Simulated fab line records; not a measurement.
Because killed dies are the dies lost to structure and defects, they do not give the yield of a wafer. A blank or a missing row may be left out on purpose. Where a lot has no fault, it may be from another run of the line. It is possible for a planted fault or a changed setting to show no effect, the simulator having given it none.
One fault through the eyes of 2 desks -- flow sky130 -- each desk has only its own numbers; what lay behind them comes last

== METROLOGY DESK ==
What the gauges read, lot by lot, whatever tool the lot ran on: means of the sampled wafers that have a number. Any lot whose mean is over 4 standard deviations away from the usual mean is out of limits and marked OUT; that distance is given in the brackets.
Columns: A = VIA4_BOW at SKY_VIA4_BOW_MEAS_03, usual 81 um; B = PASSIVATION_CVD_02_THK at SKY_PASSIVATION_THK_MEAS_03, usual 541 nm
lot,first seen here,A,B
L401,day 41 11:04,85,542
L402,day 42 06:31,77,536
L403,day 42 07:41,78,542
L406,day 43 05:59,79,546
L407,day 43 16:36,82,540
L408,day 43 23:43,80,537
L409,day 44 07:43,84,543
L410,day 44 16:25,93,543
L412,day 44 23:59,83,543
L413,day 45 07:12,77,538
L415,day 45 20:08,73,546
L423,day 47 10:11,75,540
Result from this desk: across the 12 lots, nothing is out of limits.

== FOR THE TOOL OWNER'S DESK: pvd_sputter-03 ==
The tool's own readings at SKY_METAL3_SPUTTER_02 (material AlCu, target thk 735 nm, time 39.1 s): means of the sampled wafers that have a number, for each lot that ran on this tool. Any lot whose mean is over 4 standard deviations away from the usual mean is out of limits and marked OUT; that distance is given in the brackets.
Columns: A = chamber_pressure_pa at SKY_METAL3_SPUTTER_02, usual 0.4001 Pa; B = throttle_valve_pct at SKY_METAL3_SPUTTER_02, usual 30.5 %
lot,first seen here,A,B
L401,day 35 23:25,0.3996,30.2
L408,day 38 16:07,0.3997,29.9
L409,day 39 01:37,0.3997,29.5
L413,day 40 05:31,0.4002,30.1
L415,day 40 20:40,0.4001,30.2
Result from this desk: across the 5 lots, nothing is out of limits.

== BROUGHT TOGETHER ==
At the metrology desk, nothing out of limits was observed.
The desk of the tool owner found nothing out of limits.

== WHAT THE SIMULATOR HAD INSERTED ==
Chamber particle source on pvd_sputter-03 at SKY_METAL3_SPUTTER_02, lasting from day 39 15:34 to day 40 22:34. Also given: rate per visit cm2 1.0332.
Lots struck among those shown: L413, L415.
